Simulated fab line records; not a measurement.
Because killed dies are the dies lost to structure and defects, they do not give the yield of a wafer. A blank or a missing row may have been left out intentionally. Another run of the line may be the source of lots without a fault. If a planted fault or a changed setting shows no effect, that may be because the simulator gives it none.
Chamber matching    flow sky130    3 sister chambers for SKY_LI_CONTACT_HDPCVD_00 on hdpcvd-02
The step deposits PSG, target thk 930 nm, time 155 s. 6 wafers are shown with their chamber, then 7 later ones without.

WAFERS PAIRED WITH THEIR CHAMBERS
wafer   chamber  sih4 flow sccm (sccm)
L628.5  2        60.21
L644.2  1        59.83
L644.3  0        59.84
L644.5  2        60.04
L646.1  1        59.79
L646.5  0        60.16

WAFERS MISSING THEIR CHAMBER
wafer   sih4 flow sccm (sccm)
L646.6  60.10
L647.2  60.23
L647.4  60.37
L647.5  60.04
L649.1  60.11
L649.4  60.21
L649.6  60.04

THE CHAMBER EACH PASSED THROUGH
wafer   from the rows above           in truth
L646.6  can't be placed: 2 or 0 or 1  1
L647.2  can't be placed: 2 or 0       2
L647.4  can't be placed: 2 or 0       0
L647.5  can't be placed: 0 or 2 or 1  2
L649.1  can't be placed: 2 or 0 or 1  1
L649.4  can't be placed: 2 or 0       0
L649.6  can't be placed: 0 or 2 or 1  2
Correct placement for 0 of the 7. Not placeable from these rows: 7 (in 7, the candidates include the true chamber). 0 placed wrongly.
How it was worked out, from the rows above alone: a wafer's distance from a chamber is the root of the sum, over the readings, of the square of ((its reading less the chamber's mean) divided by the reading's scatter). If the next closest chamber is less than 2 further off than the closest, the wafer can't be placed; otherwise it belongs to the closest. Each chamber's mean is taken over the wafers shown for it. The scatter is the square root of a quotient: the sum, over the shown wafers, of each reading's squared deviation from its chamber's mean, divided by wafers minus chambers.
